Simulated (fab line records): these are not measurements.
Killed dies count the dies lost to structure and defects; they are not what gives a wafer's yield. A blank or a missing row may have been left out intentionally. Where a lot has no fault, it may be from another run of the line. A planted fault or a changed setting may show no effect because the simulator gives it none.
Matching of chambers | flow gf180mcu | 4 sister chambers for GF_V5_CMP_04 on cmp-01
The step polishes SiO2. 4 wafers are shown with their chamber, then 7 later ones without.

## WAFERS WITH THEIR CHAMBER
wafer  | chamber | motor-current-A (A)
L231.4 | 3       | 13.4
L233.3 | 1       | 13.1
L234.3 | 0       | 11.8
L234.4 | 2       | 11.2

## WAFERS WITHOUT THEIR CHAMBER
wafer  | motor-current-A (A)
L234.5 | 12.6
L237.1 | 11.1
L237.4 | 13.6
L237.5 | 12.0
L239.4 | 12.6
L239.5 | 12.6
L239.6 | 11.4

## WHICH CHAMBER EACH ONE RAN IN
wafer  | from the rows above          | in truth
L234.5 | can't be placed: 1 or 0 or 3 | 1
L237.1 | can't be placed: 2 or 0      | 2
L237.4 | can't be placed: 3 or 1      | 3
L237.5 | can't be placed: 0 or 2      | 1
L239.4 | can't be placed: 1 or 0 or 3 | 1
L239.5 | can't be placed: 1 or 0 or 3 | 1
L239.6 | can't be placed: 2 or 0      | 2
Placed correctly: 0 of 7. Unplaceable from these rows: 7, with the true chamber sitting among the candidates in 6. Number placed wrongly: 0.
How it was worked out, from the rows above alone: a wafer's distance from a chamber is the root of the sum, over the readings, of the square of ((its reading less the chamber's mean) divided by the reading's scatter). The wafer belongs to the nearest chamber; if the next one is less than 2 further off, it can't be placed. The mean given for a chamber averages the wafers shown for that chamber. The scatter: root of mean squared gap, hidden wafer to nearest shown wafer, with one shown wafer a chamber.
